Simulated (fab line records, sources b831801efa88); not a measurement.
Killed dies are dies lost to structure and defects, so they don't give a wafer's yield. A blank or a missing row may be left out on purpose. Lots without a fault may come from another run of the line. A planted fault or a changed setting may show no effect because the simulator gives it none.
Chamber matching | flow sky130 | SKY_CONTACT_CMP_27 on cmp-01: 4 sister chambers
The step polishes, stops on SiO2, t overpolish 15 s, target thk 0 nm. 4 wafers are shown with their chamber, then 7 later ones without.

WAFERS WITH THEIR CHAMBER
wafer  | chamber | motor_current_A (A)
L799.1 | 2       | 10.8
L799.6 | 1       | 11.3
L800.1 | 0       | 12.3
L800.3 | 3       | 8.8

WAFERS WITHOUT THEIR CHAMBER
wafer  | motor_current_A (A)
L800.4 | 10.9
L805.3 | 11.5
L805.4 | 11.1
L805.5 | 11.5
L809.2 | 11.8
L810.2 | 11.1
L810.6 | 11.2

WHICH CHAMBER EACH WENT THROUGH
wafer  | from the rows above     | in truth
L800.4 | can't be placed: 2 or 1 | 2
L805.3 | 1                       | 1
L805.4 | can't be placed: 1 or 2 | 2
L805.5 | 1                       | 1
L809.2 | can't be placed: 0 or 1 | 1
L810.2 | can't be placed: 1 or 2 | 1
L810.6 | can't be placed: 1 or 2 | 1
Placed correctly: 2 of 7. Can't be placed from these rows: 5 (the true chamber is among the candidates in 5). Placed wrongly: 0.
How it was worked out, from the rows above alone: a wafer's distance from a chamber is the root of the sum, over the readings, of the square of ((its reading less the chamber's mean) divided by the reading's scatter). The wafer belongs to the nearest chamber; if the next one is less than 2 further off, it can't be placed. A chamber's mean is the mean of its shown wafers. The scatter: with one shown wafer a chamber, the root of the mean of the squares of how far each hidden wafer lies from its nearest shown one.
